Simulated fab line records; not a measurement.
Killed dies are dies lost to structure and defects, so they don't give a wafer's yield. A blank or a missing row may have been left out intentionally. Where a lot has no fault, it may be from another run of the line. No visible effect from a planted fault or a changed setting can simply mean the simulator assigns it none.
fab line records + flow sky130
[record]
- lots = 12
- wafers = 35
- lastDay = 50
route steps=708 shown PWDE@53 METAL1@434 METAL2@499
lots that met no fault: from a run of the same line without faults
startH: hours from the record's first day to the start of the lot's first wafer shown + waitH: how many hours have passed since the lot's step before this one + " repeats the value in the row above + L1.1+2: a row that stands for several wafers + - no value present, or no start provided + * or withheld: withheld + < > ~ a bound
route shown NAME@n: NAME is a module with steps in the file, n the number in the route of the first one + usual: mean/standard deviation taken from wafers without a fault + same: alike in all rows + chamber/n: place in a boat + sites: each site's reading + _std_site: how widely they spread, as a standard deviation + _edge_site: outer sites' mean less inner sites' + radiusMm: for every site, how far away it sits from the centre of the wafer + mask NAME#n: copy n + behind: the most recent tool/chamber to have shaped the wafer + hold: what put the lot on hold/how long, in hours/how the hold closed + device: transistor that didn't switch, given as n, p or np + end of line: tests of these same wafers at the route's end + where a step has no rows: the recipe by itself + killed: the dies lost at the first sort to structure and to defects; this is not the yield of the wafer + map: per-die view of a wafer (x killed, . not killed, _ where there is no die)
set.NAME: the setting as run; set.NAME@STEP: as run at that earlier step + model.NAME: the simulator's own value behind a step, which no gauge read
one table for each step of the route and one row for each wafer, over a sample of lots
services: a tool's chamber out of use, with start hour (startH, from the record's first day; less than 0 if before it), hours out, and reason
[[steps]]
[step SKY_PWDE_IMPLANT_08]
[recipe]
- species = B
- energyKev = 150
- doseCm2 = 3.6e+12
- tiltDeg = withheld
[usual]
- beamEnergyKeV = 149.99/0.044
| lot.wafer | tool         | chamber | startH | waitH | beamEnergyKeV |
|-----------|--------------|---------|--------|-------|---------------|
| L827.3    | implanter-04 | 0       | 70.71  | 0.1   | 150.01        |
| L827.5    | "            | 0       | "      | "     | 149.97        |
| L827.6    | "            | 0       | "      | "     | 149.99        |
| L828.1    | implanter-02 | 0       | 78.92  | 0.0   | 149.96        |
| L828.2    | "            | 0       | "      | "     | 149.98        |
| L828.5    | "            | 0       | "      | "     | 149.99        |
| L829.2    | implanter-02 | 0       | 80.97  | 0.0   | 149.98        |
| L829.3    | "            | 0       | "      | "     | 149.99        |
| L829.5    | "            | 0       | "      | "     | 149.98        |
| L830.1    | implanter-02 | 0       | 86.17  | 0.0   | 150.03        |
| L830.4    | "            | 0       | "      | "     | 149.99        |
| L830.5    | "            | 0       | "      | "     | 149.97        |
| L833.2    | implanter-04 | 0       | 106.13 | 0.0   | 150.05        |
| L833.3    | "            | 0       | "      | "     | 150.00        |
| L833.6    | "            | 0       | "      | "     | 149.95        |
| L835.3    | implanter-02 | 0       | 114.41 | 0.1   | 149.98        |
| L835.5    | "            | 0       | "      | "     | 150.04        |
| L835.6    | "            | 0       | "      | "     | 150.01        |
| L840.1    | implanter-02 | 0       | 138.80 | 0.0   | 150.04        |
| L840.4    | "            | 0       | "      | "     | 150.07        |
| L841.1    | implanter-02 | 0       | 152.17 | 0.0   | 116.17        |
| L841.2    | "            | 0       | "      | "     | 116.12        |
| L841.5    | "            | 0       | "      | "     | 116.18        |
| L842.1    | implanter-02 | 0       | 156.57 | 0.0   | 116.13        |
| L842.4    | "            | 0       | "      | "     | 116.12        |
| L842.6    | "            | 0       | "      | "     | 116.12        |
| L847.2    | implanter-01 | 0       | 184.03 | 0.0   | 149.98        |
| L847.3    | "            | 0       | "      | "     | 149.97        |
| L847.4    | "            | 0       | "      | "     | 149.94        |
| L848.3    | implanter-04 | 0       | 186.86 | 0.1   | 150.01        |
| L848.4    | "            | 0       | "      | "     | 150.00        |
| L848.5    | "            | 0       | "      | "     | 150.09        |
| L850.2    | implanter-01 | 0       | 202.83 | 0.0   | 150.00        |
| L850.3    | "            | 0       | "      | "     | 149.93        |
| L850.4    | "            | 0       | "      | "     | 149.91        |
[step SKY_PWDE_TW_MEAS_10]
[usual]
- PWDE_TW = 377.0/2.1
| lot.wafer | tool         | chamber | startH | waitH | PWDE_TW |
|-----------|--------------|---------|--------|-------|---------|
| L827.3    | filmMetro-04 | -       | 70.93  | 0.1   | 376.5   |
| L827.5    | "            | -       | "      | "     | 376.2   |
| L827.6    | "            | -       | "      | "     | 377.5   |
| L828.1    | filmMetro-01 | -       | 79.17  | 0.1   | 379.9   |
| L828.2    | "            | -       | "      | "     | 381.6   |
| L828.5    | "            | -       | "      | "     | 380.4   |
| L829.2    | filmMetro-01 | -       | 81.21  | 0.1   | 378.6   |
| L829.3    | "            | -       | "      | "     | 377.8   |
| L829.5    | "            | -       | "      | "     | 380.4   |
| L830.1    | filmMetro-04 | -       | 86.42  | 0.1   | 377.1   |
| L830.4    | "            | -       | "      | "     | 376.0   |
| L830.5    | "            | -       | "      | "     | 376.9   |
| L833.2    | filmMetro-01 | -       | 106.37 | 0.1   | 377.1   |
| L833.3    | "            | -       | "      | "     | 379.5   |
| L833.6    | "            | -       | "      | "     | 378.8   |
| L835.3    | filmMetro-01 | -       | 114.63 | 0.1   | 379.9   |
| L835.5    | "            | -       | "      | "     | 378.3   |
| L835.6    | "            | -       | "      | "     | 379.4   |
| L840.1    | filmMetro-01 | -       | 139.05 | 0.1   | 377.0   |
| L840.4    | "            | -       | "      | "     | 378.7   |
| L841.1    | filmMetro-04 | -       | 152.42 | 0.1   | 367.8   |
| L841.2    | "            | -       | "      | "     | 368.0   |
| L841.5    | "            | -       | "      | "     | 368.2   |
| L842.1    | filmMetro-01 | -       | 156.82 | 0.1   | 369.0   |
| L842.4    | "            | -       | "      | "     | 369.8   |
| L842.6    | "            | -       | "      | "     | 368.1   |
| L847.2    | filmMetro-04 | -       | 184.27 | 0.1   | 375.5   |
| L847.3    | "            | -       | "      | "     | 376.2   |
| L847.4    | "            | -       | "      | "     | 375.2   |
| L848.3    | filmMetro-03 | -       | 187.08 | 0.1   | 377.4   |
| L848.4    | "            | -       | "      | "     | 375.2   |
| L848.5    | "            | -       | "      | "     | 375.3   |
| L850.2    | filmMetro-01 | -       | 203.07 | 0.1   | 379.3   |
| L850.3    | "            | -       | "      | "     | 379.4   |
| L850.4    | "            | -       | "      | "     | 379.5   |
[step SKY_NWELL_RS_MEAS_31]
[recipe]
- thkMeasGauge = four-point-probe
[usual]
- PWDE_RS = 5282/20
| lot.wafer | tool         | chamber | startH | waitH | PWDE_RS[ohm/sq] |
|-----------|--------------|---------|--------|-------|-----------------|
| L827.3    | filmMetro-01 | -       | 106.08 | 0.1   | 5277            |
| L827.5    | "            | -       | "      | "     | 5276            |
| L827.6    | "            | -       | "      | "     | 5283            |
| L828.1    | filmMetro-01 | -       | 116.89 | 0.1   | 5273            |
| L828.2    | "            | -       | "      | "     | 5256            |
| L828.5    | "            | -       | "      | "     | 5273            |
| L829.2    | filmMetro-04 | -       | 117.86 | 0.1   | 5317            |
| L829.3    | "            | -       | "      | "     | 5323            |
| L829.5    | "            | -       | "      | "     | 5314            |
| L830.1    | filmMetro-03 | -       | 123.10 | 0.1   | 5264            |
| L830.4    | "            | -       | "      | "     | 5296            |
| L830.5    | "            | -       | "      | "     | 5294            |
| L833.2    | filmMetro-03 | -       | 144.74 | 0.1   | 5322            |
| L833.3    | "            | -       | "      | "     | 5290            |
| L833.6    | "            | -       | "      | "     | 5283            |
| L835.3    | filmMetro-04 | -       | 153.56 | 0.1   | 5255            |
| L835.5    | "            | -       | "      | "     | 5278            |
| L835.6    | "            | -       | "      | "     | 5282            |
| L840.1    | filmMetro-04 | -       | 181.55 | 0.1   | 5252            |
| L840.4    | "            | -       | "      | "     | 5262            |
| L841.1    | filmMetro-01 | -       | 193.90 | 0.1   | 5376            |
| L841.2    | "            | -       | "      | "     | 5364            |
| L841.5    | "            | -       | "      | "     | 5361            |
| L842.1    | filmMetro-03 | -       | 199.04 | 0.1   | 5410            |
| L842.4    | "            | -       | "      | "     | 5406            |
| L842.6    | "            | -       | "      | "     | 5400            |
| L847.2    | filmMetro-03 | -       | 228.77 | 0.1   | 5261            |
| L847.3    | "            | -       | "      | "     | 5267            |
| L847.4    | "            | -       | "      | "     | 5273            |
| L848.3    | filmMetro-01 | -       | 232.66 | 0.1   | 5265            |
| L848.4    | "            | -       | "      | "     | 5277            |
| L848.5    | "            | -       | "      | "     | 5265            |
| L850.2    | filmMetro-01 | -       | 250.34 | 0.1   | 5291            |
| L850.3    | "            | -       | "      | "     | 5283            |
| L850.4    | "            | -       | "      | "     | 5279            |
[step SKY_METAL1_SPUTTER_00]
[recipe]
- material = Ti
- targetThkNm = 15
- powerW = 3000
- timeS = 10
- chamberPressurePa = 0.3895
[usual]
- throttleValvePct = 29.8/0.83
[same]
- timeS = 10
| lot.wafer | tool          | chamber | startH | waitH | throttleValvePct |
|-----------|---------------|---------|--------|-------|------------------|
| L827.3    | pvdSputter-03 | -       | 733.72 | 0.2   | 29.9             |
| L827.5    | "             | -       | "      | "     | 29.5             |
| L827.6    | "             | -       | "      | "     | 28.8             |
| L828.1    | pvdSputter-04 | -       | 748.00 | 0.2   | 31.0             |
| L828.2    | "             | -       | "      | "     | 29.0             |
| L828.5    | "             | -       | "      | "     | 29.0             |
| L829.2    | pvdSputter-03 | -       | 750.05 | 0.2   | 29.0             |
| L829.3    | "             | -       | "      | "     | 29.0             |
| L829.5    | "             | -       | "      | "     | 29.7             |
| L830.1    | pvdSputter-04 | -       | 761.64 | 0.1   | 30.4             |
| L830.4    | "             | -       | "      | "     | 28.8             |
| L830.5    | "             | -       | "      | "     | 29.1             |
| L833.2    | pvdSputter-03 | -       | 793.85 | 0.2   | 29.7             |
| L833.3    | "             | -       | "      | "     | 29.1             |
| L833.6    | "             | -       | "      | "     | 29.8             |
| L835.3    | pvdSputter-02 | -       | 800.99 | 0.1   | 28.6             |
| L835.5    | "             | -       | "      | "     | 30.3             |
| L835.6    | "             | -       | "      | "     | 30.5             |
| L840.1    | pvdSputter-03 | -       | 848.90 | 0.1   | 29.8             |
| L840.4    | "             | -       | "      | "     | 29.0             |
| L841.1    | pvdSputter-03 | -       | 850.68 | 0.1   | 30.1             |
| L841.2    | "             | -       | "      | "     | 29.8             |
| L841.5    | "             | -       | "      | "     | 29.2             |
| L842.1    | pvdSputter-02 | -       | 856.97 | 0.3   | 28.6             |
| L842.4    | "             | -       | "      | "     | 30.3             |
| L842.6    | "             | -       | "      | "     | 30.1             |
| L847.2    | pvdSputter-03 | -       | 905.42 | 0.1   | 29.6             |
| L847.3    | "             | -       | "      | "     | 29.8             |
| L847.4    | "             | -       | "      | "     | 29.0             |
| L848.3    | pvdSputter-02 | -       | 909.05 | 0.1   | 31.2             |
| L848.4    | "             | -       | "      | "     | 28.5             |
| L848.5    | "             | -       | "      | "     | 30.7             |
| L850.2    | pvdSputter-02 | -       | 911.68 | 0.2   | 30.4             |
| L850.3    | "             | -       | "      | "     | 28.5             |
| L850.4    | "             | -       | "      | "     | 30.7             |
[step SKY_METAL1_SPUTTER_04]
[recipe]
- material = TiN
- targetThkNm = 70
- powerW = 6500
- timeS = 58.3
- chamberPressurePa = 0.4
[usual]
- throttleValvePct = 29.8/0.8
[same]
- timeS = 58.3
| lot.wafer | tool          | chamber | startH | waitH | throttleValvePct |
|-----------|---------------|---------|--------|-------|------------------|
| L827.3    | pvdSputter-03 | -       | 733.81 | 0.0   | 29.8             |
| L827.5    | "             | -       | "      | "     | 29.5             |
| L827.6    | "             | -       | "      | "     | 29.0             |
| L828.1    | pvdSputter-04 | -       | 748.09 | 0.0   | 30.7             |
| L828.2    | "             | -       | "      | "     | 29.1             |
| L828.5    | "             | -       | "      | "     | 28.9             |
| L829.2    | pvdSputter-03 | -       | 750.14 | 0.0   | 29.4             |
| L829.3    | "             | -       | "      | "     | 29.2             |
| L829.5    | "             | -       | "      | "     | 29.6             |
| L830.1    | pvdSputter-04 | -       | 761.73 | 0.0   | 30.1             |
| L830.4    | "             | -       | "      | "     | 29.1             |
| L830.5    | "             | -       | "      | "     | 29.3             |
| L833.2    | pvdSputter-03 | -       | 793.94 | 0.0   | 29.7             |
| L833.3    | "             | -       | "      | "     | 29.1             |
| L833.6    | "             | -       | "      | "     | 30.0             |
| L835.3    | pvdSputter-02 | -       | 801.08 | 0.0   | 28.6             |
| L835.5    | "             | -       | "      | "     | 30.2             |
| L835.6    | "             | -       | "      | "     | 30.9             |
| L840.1    | pvdSputter-03 | -       | 848.99 | 0.0   | 29.6             |
| L840.4    | "             | -       | "      | "     | 29.0             |
| L841.1    | pvdSputter-03 | -       | 850.77 | 0.0   | 30.0             |
| L841.2    | "             | -       | "      | "     | 29.8             |
| L841.5    | "             | -       | "      | "     | 29.1             |
| L842.1    | pvdSputter-02 | -       | 857.06 | 0.0   | 28.6             |
| L842.4    | "             | -       | "      | "     | 30.1             |
| L842.6    | "             | -       | "      | "     | 30.0             |
| L847.2    | pvdSputter-03 | -       | 905.51 | 0.0   | 29.7             |
| L847.3    | "             | -       | "      | "     | 29.7             |
| L847.4    | "             | -       | "      | "     | 29.3             |
| L848.3    | pvdSputter-02 | -       | 909.14 | 0.0   | 31.2             |
| L848.4    | "             | -       | "      | "     | 28.5             |
| L848.5    | "             | -       | "      | "     | 30.5             |
| L850.2    | pvdSputter-02 | -       | 911.77 | 0.0   | 30.4             |
| L850.3    | "             | -       | "      | "     | 28.5             |
| L850.4    | "             | -       | "      | "     | 30.7             |
[step SKY_METAL2_OVL_MEAS_16]
[usual]
- METAL2_OVL = 5/6.5
| lot.wafer | tool       | chamber | startH | waitH | METAL2_OVL[nm] |
|-----------|------------|---------|--------|-------|----------------|
| L827.3    | overlay-01 | -       | 817.23 | 0.1   | 4              |
| L827.5    | "          | -       | "      | "     | 3              |
| L827.6    | "          | -       | "      | "     | 6              |
| L828.1    | overlay-01 | -       | 830.39 | 0.1   | 14             |
| L828.2    | "          | -       | "      | "     | 16             |
| L828.5    | "          | -       | "      | "     | 15             |
| L829.2    | overlay-02 | -       | 831.36 | 0.1   | 7              |
| L829.3    | "          | -       | "      | "     | 7              |
| L829.5    | "          | -       | "      | "     | 9              |
| L830.1    | overlay-02 | -       | 843.44 | 0.1   | 7              |
| L830.4    | "          | -       | "      | "     | 5              |
| L830.5    | "          | -       | "      | "     | 6              |
| L833.2    | overlay-02 | -       | 876.65 | 0.1   | -7             |
| L833.3    | "          | -       | "      | "     | 0              |
| L833.6    | "          | -       | "      | "     | -4             |
| L835.3    | overlay-01 | -       | 882.22 | 0.1   | 5              |
| L835.5    | "          | -       | "      | "     | 8              |
| L835.6    | "          | -       | "      | "     | 10             |
| L840.1    | overlay-01 | -       | 928.69 | 0.1   | -2             |
| L840.4    | "          | -       | "      | "     | 7              |
| L841.1    | overlay-01 | -       | 930.42 | 0.1   | -10            |
| L841.2    | "          | -       | "      | "     | 1              |
| L841.5    | "          | -       | "      | "     | -5             |
| L842.1    | overlay-02 | -       | 936.35 | 0.1   | 7              |
| L842.4    | "          | -       | "      | "     | 11             |
| L842.6    | "          | -       | "      | "     | 6              |
| L847.2    | overlay-02 | -       | 981.86 | 0.1   | 2              |
| L847.3    | "          | -       | "      | "     | 8              |
| L847.4    | "          | -       | "      | "     | 8              |
| L848.3    | overlay-01 | -       | 985.75 | 0.1   | 0              |
| L848.4    | "          | -       | "      | "     | 16             |
| L848.5    | "          | -       | "      | "     | -3             |
| L850.2    | overlay-01 | -       | 988.35 | 0.1   | 10             |
| L850.3    | "          | -       | "      | "     | 12             |
| L850.4    | "          | -       | "      | "     | 11             |
[[services]]
| tool          | chamber | startH | hours | kind   |
|---------------|---------|--------|-------|--------|
| implanter-02  | -       | 104.91 | 2.6   | repair |
| pvdSputter-04 | -       | 121.83 | 1.1   | repair |
| implanter-02  | -       | 161.84 | 2.2   | repair |
| implanter-02  | -       | 168.39 | 3.4   | repair |
| implanter-02  | -       | 180.62 | 6.8   | pm     |
| pvdSputter-04 | -       | 184.01 | 2.6   | repair |
| implanter-02  | -       | 215.23 | 1.1   | repair |
| implanter-02  | -       | 218.59 | 33.2  | pm     |
| pvdSputter-02 | -       | 224.57 | 9.8   | repair |
| pvdSputter-02 | -       | 236.40 | 0.6   | repair |
| implanter-02  | -       | 256.62 | 5.3   | repair |
| pvdSputter-03 | -       | 276.65 | 0.5   | repair |
| implanter-02  | -       | 299.14 | 0.5   | repair |
| pvdSputter-03 | -       | 327.94 | 2.6   | repair |
| implanter-02  | -       | 402.61 | 3.3   | pm     |
| implanter-02  | -       | 518.96 | 2.6   | repair |
| pvdSputter-03 | -       | 519.15 | 7.4   | repair |
| pvdSputter-03 | -       | 646.67 | 2.2   | repair |
| pvdSputter-03 | -       | 665.07 | 3.1   | repair |
| pvdSputter-03 | -       | 667.37 | 4.6   | repair |
| implanter-02  | -       | 676.33 | 1.1   | repair |
| pvdSputter-02 | -       | 726.05 | 57.2  | repair |
| implanter-02  | -       | 803.26 | 1.8   | repair |
| implanter-02  | -       | 891.61 | 3.9   | pm     |
[[key]]
[firstSign]
- step = SKY_PWDE_IMPLANT_08
- reading = beamEnergyKeV
- direction = down
- sigmas = 99+
- usual = *
- struck = *
[effect]
- step = SKY_PWDE_TW_MEAS_10
- reading = PWDE_TW
- direction = down
- sigmas = 4.1
- usual = 377.0
- struck = 368.5
[effect]
- step = SKY_NWELL_RS_MEAS_31
- reading = PWDE_RS
- direction = up
- sigmas = 5.1
- usual = 5282
- struck = 5386
metAt SKY_PWDE_IMPLANT_08
struckLots L841,L842
testerLeftOut L841,L842
notActingAt SKY_METAL1_SPUTTER_00,SKY_METAL1_SPUTTER_04,SKY_METAL2_OVL_MEAS_16
onsetBetween 138.80 152.17
[fault]
- kind = processParameterDrift
- tool = implanter-02
- chamber = -
- onsetH = 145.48
- steps = SKY_PWDE_IMPLANT_08
- channel = energyKev
- offset = *
- shape = step
- endH = 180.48
- actsIn = *
- stated = *
// testerLeftOut: of these lots the tester's yield and bins aren't shown, on N5 and GAA mostly nor the transistor test; their killed dies are dies lost to structure and defects alone, not to doping, threshold or leakage, so they don't give the yield
